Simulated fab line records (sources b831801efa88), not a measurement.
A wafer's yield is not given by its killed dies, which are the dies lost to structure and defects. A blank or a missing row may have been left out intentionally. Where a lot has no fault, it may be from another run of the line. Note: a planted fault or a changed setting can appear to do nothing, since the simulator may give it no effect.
A struck lot beside a sound one || flow sky130 || 15 out of 708 route steps
Sound: wafers L925.4, L925.5, L925.6. Wafers L913.1, L913.3, L913.4 were the ones struck. At the end, the cause is stated.
Per side, at each step with rows, come the tool, then ch with its chambers, and then its first start. Under that, the readings that differ: sound wafers || struck wafers || difference of the means || sigmas: that difference in standard deviations of wafers without a fault.
alike: readings whose means differ by less than 2 such deviations, and words and numbers that are the same on both sides. not compared: withheld readings, readings that some wafer has no value for, bounds like >300 that may hide the same value, and numbers for which the record gives no deviation and whose values overlap.
Wherever a step has rows on one side only, a row that says differs or no value, or a row with sigmas, the two part there. Non-overlapping numbers with no deviation appear without sigmas and do not part them. A reading that every wafer of one side lacks parts them only if that side has two wafers or more.

first, 9 steps without rows for these wafers: SKY_CAP2M_CLEAN_17 (cleans in O3/DIW); SKY_METAL4_DEHYDRATE_05 (time 60 s); SKY_METAL4_HMDS_06 (prime time 60 s); SKY_METAL4_COAT_07 (resist thk 60 nm); SKY_METAL4_COAT_08 (resist thk 1140 nm); SKY_METAL4_SOFTBAKE_09 (time 90 s); SKY_METAL4_EXPOSE_10 (exposes mask MM4, target cd 300 nm); SKY_METAL4_PEB_11; SKY_METAL4_DEVELOP_12 (develop time 60 s).
SKY_METAL4_CD_MEAS_13 targets a cd of 300 nm.
  sound on cdSem-01 at day 47 00:49; struck on cdSem-02 at day 43 10:18
  alike: cdNm
SKY_METAL4_OVL_MEAS_14:
  sound on overlay-01 at day 47 00:54; struck on overlay-02 at day 43 10:25
  alike: METAL4_OVL
SKY_METAL4_DESCUM_15: chemistry O2, time 8 s.
  sound on rieMetal-04 ch 0,1, day 47 00:56; struck on rieMetal-04 ch 0,1, day 43 10:28
  alike: drypumpMotorCurrentA, oesProductAu, tempC
  not compared: rfHoursCounterH
SKY_METAL4_ETCH_16: etches BARC in N2/H2, stops on SiO2, time 88.2 s, target depth 60 nm.
  sound on rieMetal-04 ch 0,1, day 47 00:59; struck on rieMetal-04 ch 0,1, day 43 10:29
{"reading": "oesProductAu (a.u.)", "sound": "0.625 0.623 0.627", "struck": "0.647 0.646 0.641", "difference": "+0.020", "sigmas": "+4"}
{"reading": "runLengthS (s)", "sound": "115.9 116.0 115.8", "struck": "111.7 112.2 112.3", "difference": -3.8, "sigmas": -9}
  alike: drypumpMotorCurrentA, h2FlowSccm, n2FlowSccm, throttleValvePct
  not compared: rfHoursCounterH
SKY_METAL4_ETCH_17: etches SiO2 in C4F8/O2/Ar, stops on TiN, time 3.9 s, target depth 15 nm.
  sound on rieDiel-03 ch 0,1, day 47 01:03; struck on rieDiel-04 ch 0,2,3, day 43 10:35
  alike: oesProductAu
  not compared: rfHoursCounterH
SKY_PAD_OPEN_PROBE_99:
  the record holds rows for the sound wafers here (prober-02, day 50 06:22) but none for the struck ones

## WHERE THEY PART
First at SKY_METAL4_ETCH_16; last, within this record, at SKY_PAD_OPEN_PROBE_99.

WHY: what had been put in by the simulator
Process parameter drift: rieMetal-04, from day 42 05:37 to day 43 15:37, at SKY_METAL4_ETCH_16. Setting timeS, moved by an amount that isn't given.
